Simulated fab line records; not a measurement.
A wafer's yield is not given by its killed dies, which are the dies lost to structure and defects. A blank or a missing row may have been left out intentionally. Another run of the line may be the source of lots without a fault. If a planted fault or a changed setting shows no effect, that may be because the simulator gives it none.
8D (eight disciplines) problem report, filled in by code + flow sfqLine + the parts of the form that need people (team, actions taken, sign-off) are left out

## 1. WHAT IS WRONG
Mean of spinSpeedRpm at SFQ_TRILAYER_I6_VIA_LITHO_COAT_174: 2920.6 rpm across 6 wafers in 2 lots; on wafers with no fault it is 2999.7 rpm (standard deviation 2). Relative to the usual mean, that is a shift of -40 standard deviations.
The step: resist thk 62 nm.
Seen first at day 72 22:07 on lithoTrack-03, wafer L992.1. The record has a number at this step for 42 wafers belonging to 14 lots. Rule for "out", or "out of limits": more than 4 standard deviations from the usual mean. The other wafers with a number count as sound.

## 2. WHAT IT IS, WHAT IT ISN'T
| question                    | is                     | is not                                                                                                              |
|-----------------------------|------------------------|---------------------------------------------------------------------------------------------------------------------|
| which readings at this step | spinSpeedRpm           | dispensePressureKPa                                                                                                 |
| which lots                  | L992, L994             | L101, L102, L104, L106, L107, L108, L109, L110, L988, L990, L991, L993                                              |
| which wafers of those lots  | all that have a number | -                                                                                                                   |
| read on which tools         | lithoTrack-03          | lithoTrack-01, lithoTrack-02                                                                                        |
| when                        | from day 72 22:07      | up to then (9 sound wafers); but 27 sound wafers of L101, L102, L104, L106, L107, L108, L109, L110, L993 came after |

## 3. WHAT RULES OUT EACH SUSPECT
Counting: a tool stays on the suspect list if, at a process step up to the reading, it processed all lots that are out and no sound lot following the first of them.
- lithoTrack-03 at SFQ_TRILAYER_I6_VIA_LITHO_COAT_174 (resist thk 62 nm): ruled out as a lasting fault. Following L992 (day 72 22:07), the first lot on it that is out, the sound lots L102, L104, L106, L107, L108 were run on it.
Left after counting: nothing in the record.

## 4. THE CAUSE (what the simulator had put in)
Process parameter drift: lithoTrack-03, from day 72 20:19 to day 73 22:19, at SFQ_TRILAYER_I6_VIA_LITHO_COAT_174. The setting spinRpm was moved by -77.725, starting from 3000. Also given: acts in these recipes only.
Counting ruled it out, wrongly.

## 5. THE EFFECT CHAIN, in route order
Rows list readings where the struck wafers' mean (over those with a number) sits beyond 3 standard deviations from the usual. Readings are gone through only where the record gives a usual standard deviation; hours: the median, over the lots, of the time from a lot's start at the first step in this table giving one to that lot's start at this step; sigmas: the change measured in usual standard deviations.
| hours | step                               | reading      | usual      | on struck wafers | change | sigmas |
|-------|------------------------------------|--------------|------------|------------------|--------|--------|
| 0     | SFQ_TRILAYER_I6_VIA_LITHO_COAT_174 | spinSpeedRpm | 2999.7 rpm | 2920.6           | -79.1  | -40    |
Here are the process steps it includes:
- SFQ_TRILAYER_I6_VIA_LITHO_COAT_174: resist thk 62 nm.

## 6. HOW IT WOULD HAVE BEEN CAUGHT EARLIER
In this record no reading fell out of limits until day 72 22:07, 2 hours after the fault had begun at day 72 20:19.
